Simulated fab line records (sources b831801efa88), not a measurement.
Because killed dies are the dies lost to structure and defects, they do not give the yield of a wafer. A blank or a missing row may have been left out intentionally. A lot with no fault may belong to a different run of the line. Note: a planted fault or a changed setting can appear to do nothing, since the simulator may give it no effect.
fab line records -- flow gf180mcu
[record] lots = 13, wafers = 39, last_day = 34
route steps=602 shown VT_IMPLANT@120 HV_LDD@234 PSD@261 M1@317
lots untouched by any fault: they come from a run of this same line in which no faults occurred
start_h: hours from the record's opening day to when the first of the lot's shown wafers began -- wait_h: time in hours since the lot's previous step -- " identical to the entry in the row above -- L1.1+2: a single row standing in for several wafers -- - no value present, or no start provided -- * or withheld: withheld -- < > ~ a bound
route shown NAME@n: NAME is a module with steps in the file, n the number in the route of the first one -- usual: mean and standard deviation over wafers with no fault -- same: alike in all rows -- chamber/n: place in a boat -- sites: readings site by site -- _std_site: standard deviation of those values -- _edge_site: inner sites' mean taken away from outer sites' mean -- radius_mm: how far each site lies from the wafer's centre -- mask NAME#n: copy n -- behind: the most recent tool/chamber to have shaped the wafer -- hold: the reason the lot was held/the length of the hold in hours/how it ended -- device: which transistor (n, p or np) failed to switch -- end of line: the tests these same wafers got at the end of their route -- where a step has no rows: the recipe by itself -- killed: dies lost to structure and defects at the first sort, not the wafer's yield -- map: the dies of a wafer, with x for killed, . for not killed, _ for no die there
set.NAME: the run value of the setting; set.NAME@STEP: its run value at that earlier step -- model.NAME: the simulator's own value behind a step, which no gauge read
a sample of lots followed through the steps of the route, with each step as a table and each wafer as a row
services: a tool's chamber out of use, with start hour (start_h, from the record's first day; less than 0 if before it), hours out, and reason
[[steps]]
[step GF_VT_IMPLANT_IMPLANT_30]
[recipe] species = B, energy_kev = 25, dose_cm2 = 2.534e+12, tilt_deg = 7
[usual] beam_energy_keV = 25.001/0.0097, dose_ions_cm2 = 2.5334e+12/2.9e+09
lot.wafer,tool,chamber,start_h,wait_h,beam_energy_keV,dose_ions_cm2
L226.1,implanter-01,0,142.74,0.0,25.001,2.538e+12
L226.4,implanter-01,0,142.74,0.0,25.001,2.5392e+12
L226.6,implanter-01,0,142.74,0.0,24.985,2.5342e+12
L229.2,implanter-01,0,172.24,0.0,25.010,2.533e+12
L229.4,implanter-01,0,172.24,0.0,25.014,2.534e+12
L229.5,implanter-01,0,172.24,0.0,25.012,2.5311e+12
L230.1,implanter-04,0,179.34,0.0,25.008,2.5363e+12
L230.2,implanter-04,0,179.34,0.0,25.004,2.5387e+12
L230.3,implanter-04,0,179.34,0.0,25.005,2.5395e+12
L231.2,implanter-01,0,190.23,0.0,24.988,2.5351e+12
L231.3,implanter-01,0,190.23,0.0,25.002,2.5326e+12
L231.4,implanter-01,0,190.23,0.0,25.002,2.534e+12
L236.3,implanter-01,0,211.46,0.1,25.002,2.5298e+12
L236.4,implanter-01,0,211.46,0.1,24.987,2.53e+12
L236.5,implanter-01,0,211.46,0.1,25.001,2.5347e+12
L237.3,implanter-01,0,220.65,0.1,24.998,2.443e+12
L237.4,implanter-01,0,220.65,0.1,24.998,2.4442e+12
L237.6,implanter-01,0,220.65,0.1,25.004,2.4415e+12
L238.2,implanter-01,0,223.54,0.0,24.998,2.441e+12
L238.3,implanter-01,0,223.54,0.0,24.996,2.4397e+12
L238.6,implanter-01,0,223.54,0.0,25.005,2.4405e+12
L239.2,implanter-04,0,229.12,0.0,24.995,2.5319e+12
L239.3,implanter-04,0,229.12,0.0,24.997,2.5298e+12
L239.6,implanter-04,0,229.12,0.0,25.001,2.5314e+12
L240.1,implanter-03,0,237.71,0.0,25.011,2.5376e+12
L240.2,implanter-03,0,237.71,0.0,25.015,2.5364e+12
L240.3,implanter-03,0,237.71,0.0,25.020,2.5371e+12
L241.1,implanter-03,0,245.70,0.0,24.998,2.5298e+12
L241.3,implanter-03,0,245.70,0.0,25.002,2.5376e+12
L241.4,implanter-03,0,245.70,0.0,24.992,2.5307e+12
L246.2,implanter-04,0,273.39,0.0,24.989,2.5294e+12
L246.4,implanter-04,0,273.39,0.0,24.991,2.5321e+12
L246.5,implanter-04,0,273.39,0.0,24.979,2.5365e+12
L248.1,implanter-03,0,291.39,0.0,25.001,2.5353e+12
L248.2,implanter-03,0,291.39,0.0,25.002,2.535e+12
L248.5,implanter-03,0,291.39,0.0,24.998,2.5335e+12
L249.3,implanter-03,0,294.36,0.1,25.009,2.5293e+12
L249.4,implanter-03,0,294.36,0.1,25.017,2.5365e+12
L249.6,implanter-03,0,294.36,0.1,25.020,2.5388e+12
[step GF_HV_LDD_ETCHBACK_58]
[recipe] chemistry = CH3F/O2, target = Si3N4, stop_on = SiO2, source_w = 400, bias_w = 80, pressure_mtorr = 25, ch3f_flow_sccm = 40, O2_flow_sccm = 30, time_s = 102.2, target_depth_a = 900
[usual] drypump_motor_current_A = 5.6/0.4, oes_product_au = 0.838/0.0058, throttle_valve_pct = 10.560/0.0094
lot.wafer,tool,chamber,start_h,wait_h,drypump_motor_current_A,oes_product_au,rf_hours_counter_h,throttle_valve_pct
L226.1,rie_diel-04,3,282.87,0.1,5.2,0.845,14,10.573
L226.4,rie_diel-04,1,282.87,0.1,6.2,0.851,72,10.573
L226.6,rie_diel-04,1,282.87,0.1,6.2,0.844,-,10.553
L229.2,rie_diel-03,0,316.56,0.0,5.8,0.837,5,10.573
L229.4,rie_diel-03,1,316.56,0.0,5.7,0.836,7,10.561
L229.5,rie_diel-03,0,316.56,0.0,5.8,0.839,-,10.540
L230.1,rie_diel-04,0,323.15,0.1,4.9,0.832,51,10.554
L230.2,rie_diel-04,2,323.15,0.1,5.7,0.836,61,10.551
L230.3,rie_diel-04,3,323.15,0.1,5.2,0.839,15,10.574
L231.2,rie_diel-03,1,335.68,0.0,5.7,0.842,7,10.549
L231.3,rie_diel-03,0,335.68,0.0,5.8,0.835,6,10.562
L231.4,rie_diel-03,3,335.68,0.0,5.4,0.836,119,10.558
L236.3,rie_diel-04,3,362.55,0.0,5.2,0.834,15,10.539
L236.4,rie_diel-04,0,362.55,0.0,4.9,0.828,52,10.576
L236.5,rie_diel-04,2,362.55,0.0,5.7,0.843,-,10.554
L237.3,rie_diel-03,1,375.84,0.0,5.7,0.838,9,10.552
L237.4,rie_diel-03,2,375.84,0.0,5.8,0.838,-,10.548
L237.6,rie_diel-03,1,375.84,0.0,5.7,0.836,-,10.564
L238.2,rie_diel-02,3,379.55,0.0,5.9,0.841,56,10.552
L238.3,rie_diel-02,2,379.55,0.0,5.9,0.833,74,10.568
L238.6,rie_diel-02,1,379.55,0.0,5.6,0.833,-,10.543
L239.2,rie_diel-04,2,387.53,0.0,5.7,0.845,62,10.563
L239.3,rie_diel-04,1,387.53,0.0,6.2,0.846,75,10.567
L239.6,rie_diel-04,0,387.53,0.0,4.9,0.844,-,10.559
L240.1,rie_diel-04,2,397.47,0.1,5.7,0.836,62,10.565
L240.2,rie_diel-04,3,397.47,0.1,5.2,0.836,16,10.565
L240.3,rie_diel-04,0,397.47,0.1,4.9,0.835,52,10.573
L241.1,rie_diel-03,0,416.13,0.1,5.7,0.839,8,10.580
L241.3,rie_diel-03,1,416.13,0.1,5.7,0.842,9,10.569
L241.4,rie_diel-03,2,416.13,0.1,5.8,0.847,-,10.553
L246.2,rie_diel-03,3,445.35,0.0,5.4,0.843,1,10.556
L246.4,rie_diel-03,2,445.35,0.0,5.8,0.845,11,10.554
L246.5,rie_diel-03,1,445.35,0.0,5.7,0.829,-,10.567
L249.3,rie_diel-04,2,470.28,0.0,5.7,0.837,64,10.550
L249.4,rie_diel-04,1,470.28,0.0,6.2,0.830,77,10.571
L249.6,rie_diel-04,0,470.28,0.0,4.9,0.836,-,10.552
L248.1,rie_diel-03,1,471.90,0.1,5.7,0.844,11,10.547
L248.2,rie_diel-03,2,471.90,0.1,5.8,0.836,11,10.566
L248.5,rie_diel-03,3,471.90,0.1,5.4,0.837,-,10.551
[step GF_PSD_RTA_13]
[recipe] temp_c = 1025, time_s = 20, ambient = N2
[usual] lamp_power_pct = 35.1/1.5, wafer_temp_C_max = 1029.9/1.1
lot.wafer,tool,chamber,start_h,wait_h,lamp_power_pct,wafer_temp_C_max
L226.1,rtp_anneal-02,0,323.88,0.0,33.3,1030.1
L226.4,rtp_anneal-02,0,323.88,0.0,33.3,1031.1
L226.6,rtp_anneal-02,0,323.88,0.0,33.2,1030.7
L229.2,rtp_anneal-02,0,358.75,0.0,33.2,1029.9
L229.4,rtp_anneal-02,0,358.75,0.0,33.2,1029.9
L229.5,rtp_anneal-02,0,358.75,0.0,33.2,1030.9
L230.1,rtp_anneal-01,0,367.74,0.0,36.3,1029.3
L230.2,rtp_anneal-01,0,367.74,0.0,36.2,1030.3
L230.3,rtp_anneal-01,0,367.74,0.0,36.3,1028.9
L231.2,rtp_anneal-01,0,381.06,0.0,36.3,1029.6
L231.3,rtp_anneal-01,0,381.06,0.0,36.3,1028.4
L231.4,rtp_anneal-01,0,381.06,0.0,36.2,1029.8
L236.3,rtp_anneal-01,0,409.20,0.0,36.3,1028.7
L236.4,rtp_anneal-01,0,409.20,0.0,36.3,1030.2
L236.5,rtp_anneal-01,0,409.20,0.0,36.3,1028.1
L237.3,rtp_anneal-01,0,424.18,0.0,36.3,1030.5
L237.4,rtp_anneal-01,0,424.18,0.0,36.2,1028.8
L237.6,rtp_anneal-01,0,424.18,0.0,36.2,1028.8
L238.2,rtp_anneal-01,0,426.84,0.0,36.3,1031.8
L238.3,rtp_anneal-01,0,426.84,0.0,36.2,1030.3
L238.6,rtp_anneal-01,0,426.84,0.0,36.3,1029.0
L239.2,rtp_anneal-01,0,435.76,0.0,36.3,1029.1
L239.3,rtp_anneal-01,0,435.76,0.0,36.2,1029.7
L239.6,rtp_anneal-01,0,435.76,0.0,36.3,1029.7
L240.1,rtp_anneal-02,0,446.28,0.0,33.2,1030.7
L240.2,rtp_anneal-02,0,446.28,0.0,33.3,1031.2
L240.3,rtp_anneal-02,0,446.28,0.0,33.2,1028.9
L241.1,rtp_anneal-02,0,466.93,0.0,33.2,1031.2
L241.3,rtp_anneal-02,0,466.93,0.0,33.2,1028.3
L241.4,rtp_anneal-02,0,466.93,0.0,33.3,1029.8
L246.2,rtp_anneal-02,0,496.30,0.0,33.2,1029.7
L246.4,rtp_anneal-02,0,496.30,0.0,33.2,1034.6
L246.5,rtp_anneal-02,0,496.30,0.0,33.3,1031.6
L249.3,rtp_anneal-01,0,519.67,0.0,36.3,1029.1
L249.4,rtp_anneal-01,0,519.67,0.0,36.2,1028.3
L249.6,rtp_anneal-01,0,519.67,0.0,36.2,1027.8
L248.1,rtp_anneal-02,0,521.34,0.0,33.3,1031.2
L248.2,rtp_anneal-02,0,521.34,0.0,33.2,1030.1
L248.5,rtp_anneal-02,0,521.34,0.0,33.2,1029.9
[step GF_M1_SPUTTER_02]
[recipe] material = AlCu, target_thk_nm = 450, power_w = 10600, time_s = 23.9, chamber_pressure_pa = 0.4
[usual] cathode_dc_power_W = 10600/1.8, throttle_valve_pct = 30.3/0.9
lot.wafer,tool,chamber,start_h,wait_h,cathode_dc_power_W,throttle_valve_pct
L226.1,pvd_sputter-04,-,370.90,0.0,10602,29.6
L226.4,pvd_sputter-04,-,370.90,0.0,10601,30.0
L226.6,pvd_sputter-04,-,370.90,0.0,10601,30.4
L229.2,pvd_sputter-04,-,407.98,0.0,10599,29.6
L229.4,pvd_sputter-04,-,407.98,0.0,10603,29.6
L229.5,pvd_sputter-04,-,407.98,0.0,10602,30.3
L230.1,pvd_sputter-02,-,417.79,0.0,10599,30.3
L230.2,pvd_sputter-02,-,417.79,0.0,10601,29.6
L230.3,pvd_sputter-02,-,417.79,0.0,10603,31.8
L231.2,pvd_sputter-04,-,432.76,0.0,10599,30.9
L231.3,pvd_sputter-04,-,432.76,0.0,10598,30.2
L231.4,pvd_sputter-04,-,432.76,0.0,10600,29.6
L236.3,pvd_sputter-03,-,461.13,0.0,10597,29.3
L236.4,pvd_sputter-03,-,461.13,0.0,10601,29.2
L236.5,pvd_sputter-03,-,461.13,0.0,10600,29.7
L237.3,pvd_sputter-04,-,477.03,0.0,10599,29.6
L237.4,pvd_sputter-04,-,477.03,0.0,10602,29.7
L237.6,pvd_sputter-04,-,477.03,0.0,10598,30.2
L238.2,pvd_sputter-03,-,478.84,0.0,10602,28.8
L238.3,pvd_sputter-03,-,478.84,0.0,10600,29.0
L238.6,pvd_sputter-03,-,478.84,0.0,10598,29.2
L239.2,pvd_sputter-04,-,488.80,0.0,10601,30.9
L239.3,pvd_sputter-04,-,488.80,0.0,10599,29.5
L239.6,pvd_sputter-04,-,488.80,0.0,10599,30.0
L240.1,pvd_sputter-04,-,499.59,0.0,10601,31.2
L240.2,pvd_sputter-04,-,499.59,0.0,10600,30.2
L240.3,pvd_sputter-04,-,499.59,0.0,10598,29.3
L241.1,pvd_sputter-03,-,518.92,0.0,10598,29.9
L241.3,pvd_sputter-03,-,518.92,0.0,10597,29.2
L241.4,pvd_sputter-03,-,518.92,0.0,10601,31.8
L246.2,pvd_sputter-02,-,547.17,0.0,10600,32.3
L246.4,pvd_sputter-02,-,547.17,0.0,10601,30.6
L246.5,pvd_sputter-02,-,547.17,0.0,10602,30.2
L249.3,pvd_sputter-03,-,568.26,0.0,10602,29.3
L249.4,pvd_sputter-03,-,568.26,0.0,10597,31.9
L249.6,pvd_sputter-03,-,568.26,0.0,10601,30.0
L248.1,pvd_sputter-02,-,570.25,0.0,10602,30.1
L248.2,pvd_sputter-02,-,570.25,0.0,10600,31.3
L248.5,pvd_sputter-02,-,570.25,0.0,10598,31.9
[[services]]
tool,chamber,start_h,hours,kind
rie_diel-03,3,159.01,10.6,repair
rie_diel-03,2,159.26,7.1,repair
rie_diel-03,3,183.75,3.1,repair
rie_diel-04,3,187.30,7.9,repair
rie_diel-03,-,226.69,2.8,pm
rtp_anneal-01,-,244.05,5.2,pm
implanter-01,-,271.04,3.1,repair
rie_diel-03,0,288.86,18.5,repair
rie_diel-03,0,310.30,3.2,repair
rie_diel-03,0,318.11,4.2,repair
implanter-01,-,320.04,2.7,pm
implanter-01,-,352.70,5.8,repair
implanter-01,-,377.83,1.6,repair
rtp_anneal-02,-,379.22,63.5,pm
rie_diel-03,2,410.30,2.1,repair
rie_diel-03,3,415.73,3.7,repair
pvd_sputter-04,-,426.53,5.5,repair
implanter-01,-,426.88,2.6,repair
rtp_anneal-01,-,447.95,1.6,pm
implanter-01,-,478.42,4.1,repair
pvd_sputter-04,-,491.04,2.2,repair
rie_diel-04,-,494.36,0.7,repair
rie_diel-04,3,500.13,33.6,repair
rie_diel-04,0,524.69,5.6,repair
[[key]]
[first_sign] step = GF_VT_IMPLANT_IMPLANT_30, reading = dose_ions_cm2, direction = down, sigmas = 32, usual = 2.5334e+12, struck = 2.4417e+12
effect none on later readings
met_at GF_VT_IMPLANT_IMPLANT_30
struck_lots L237,L238
tester_left_out L237,L238
not_acting_at GF_HV_LDD_ETCHBACK_58,GF_PSD_RTA_13,GF_M1_SPUTTER_02
onset_between 211.46 220.65
[fault] kind = process_parameter_drift, tool = implanter-01, chamber = -, onset_h = 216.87, steps = GF_VT_IMPLANT_IMPLANT_30, channel = dose_cm2, offset = -9.1104e+10, shape = step, end_h = 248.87, acts_in = these_recipes_only, stated = 2.534e+12
// tester_left_out: of these lots the tester's yield and bins aren't shown, on N5 and GAA mostly nor the transistor test; their killed dies are dies lost to structure and defects alone, not to doping, threshold or leakage, so they don't give the yield
